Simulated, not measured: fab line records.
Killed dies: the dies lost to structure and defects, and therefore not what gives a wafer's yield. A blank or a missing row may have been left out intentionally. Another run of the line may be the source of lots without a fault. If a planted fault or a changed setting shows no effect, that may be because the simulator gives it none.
The tool behind it: which one?	flow sky130	Sampling: 24 lots, 72 wafers, 2 of 708 route steps

== WHAT EACH GAUGE READ, for each wafer ==
SKY_NWELL_THK_MEAS_02. Usual: NWELL_OXIDATION_THK typically reads 9.88 nm, with standard deviation 0.17.
lot	measured	on	NWELL_OXIDATION_THK (nm)	flag
L074	day 2 19:33	filmMetro-01	10.01 9.90 9.75	
L076	day 3 09:35	filmMetro-01	9.87 10.06 9.87	
L075	day 3 09:35	filmMetro-03	9.75 9.79 9.67	
L077	day 3 09:37	filmMetro-04	9.75 9.80 9.79	
L079	day 3 21:43	filmMetro-01	9.80 9.80 10.02	
L078	day 3 21:44	filmMetro-03	9.92 9.90 9.98	
L080	day 3 23:05	filmMetro-04	9.82 10.07 9.90	
L082	day 4 04:23	filmMetro-03	9.69 9.87 9.88	
L081	day 4 04:24	filmMetro-01	9.54 9.69 9.52	
L084	day 4 15:07	filmMetro-04	10.18 10.20 10.05	
L083	day 4 15:07	filmMetro-03	10.19 10.12 10.00	
L085	day 4 23:02	filmMetro-04	9.79 9.70 9.81	
L086	day 5 03:05	filmMetro-04	10.06 10.00 9.95	
L087	day 5 06:02	filmMetro-04	9.98 9.90 9.91	
L088	day 5 17:25	filmMetro-03	10.28 10.10 10.16	
L089	day 5 22:54	filmMetro-03	9.65 9.81 9.64	
L090	day 6 02:56	filmMetro-01	9.54 9.66 9.54	
L091	day 6 10:23	filmMetro-03	9.59 9.71 9.87	
L092	day 6 11:17	filmMetro-01	9.81 9.98 9.90	
L093	day 6 17:43	filmMetro-03	9.96 10.03 9.97	
L094	day 6 22:37	filmMetro-04	10.00 9.89 9.73	
L095	day 7 00:55	filmMetro-04	9.99 9.95 9.84	
L096	day 7 06:29	filmMetro-03	9.94 9.77 9.87	
L097	day 7 12:09	filmMetro-04	10.05 10.06 10.10	

SKY_LI_CONTACT_RS_MEAS_22: measurement is done with a four-point probe. Usual: LI_CONTACT_W_RS typically reads 0.283 ohm/sq, with standard deviation 0.0047.
lot	measured	on	LI_CONTACT_W_RS (ohm/sq)	flag
L074	day 29 17:40	filmMetro-04	0.275 0.275 0.280	
L076	day 30 18:46	filmMetro-04	0.276 0.283 0.274	
L075	day 30 13:58	filmMetro-04	0.285 0.287 0.286	
L077	day 30 16:12	filmMetro-03	0.287 0.287 0.287	
L079	day 31 08:29	filmMetro-03	0.286 0.275 0.287	
L078	day 31 15:19	filmMetro-04	0.285 0.287 0.277	
L080	day 31 11:10	filmMetro-03	0.288 0.286 0.287	
L082	day 32 00:31	filmMetro-04	0.282 0.273 0.284	
L081	day 31 20:55	filmMetro-04	0.281 0.274 0.283	
L084	day 33 00:47	filmMetro-02	0.288 0.285 0.287	
L083	day 32 17:18	filmMetro-04	0.277 0.280 0.284	
L085	day 33 08:32	filmMetro-04	0.283 0.286 0.289	
L086	day 33 11:41	filmMetro-03	0.283 0.282 0.286	
L087	day 33 10:46	filmMetro-04	0.289 0.284 0.286	
L088	day 34 06:39	filmMetro-03	0.284 0.281 0.284	
L089	day 34 11:29	filmMetro-03	0.287 0.284 0.275	
L090	day 34 22:22	filmMetro-03	0.272 0.284 0.279	
L091	day 34 23:13	filmMetro-03	0.282 0.283 0.281	
L092	day 35 10:14	filmMetro-03	0.285 0.282 0.285	
L093	day 35 13:31	filmMetro-04	0.292 0.286 0.289	
L094	day 35 21:04	filmMetro-02	0.275 0.284 0.279	
L095	day 35 23:43	filmMetro-03	0.274 0.284 0.275	
L096	day 36 12:05	filmMetro-04	0.283 0.285 0.287	
L097	day 36 15:40	filmMetro-04	0.284 0.284 0.287	

== WHAT TOOL EACH LOT RAN ON (gives the tool, then ch and the chambers of the sampled wafers, and finally the start) ==
Record: no process step prior to these readings.

== AS READ BY THE TOOLS THEMSELVES (means over the sampled wafers that have a number; for cases with no such wafer, the mark the record gives instead) ==
The record holds no such reading with a usual standard deviation.

== THE ANSWER, worked out from the rows above alone ==
Rule: lot off if the mean of its wafers having a number is beyond 3 standard deviations from the usual mean. Also off: a lot with no number at a reading for which 4 or more lots have one. Any other lot the step has rows for is counted as sound. Order of review: gauges by route order, followed by the tools' own readings, for which a lot's mean as printed above is used. The first step at which some lot is off is used, and at that step the reading that is off furthest; a lot without a number counts as furthest.
Nothing can be told from this: no lot is off at any reading shown.

== WHAT HAD BEEN PUT IN BY THE SIMULATOR ==
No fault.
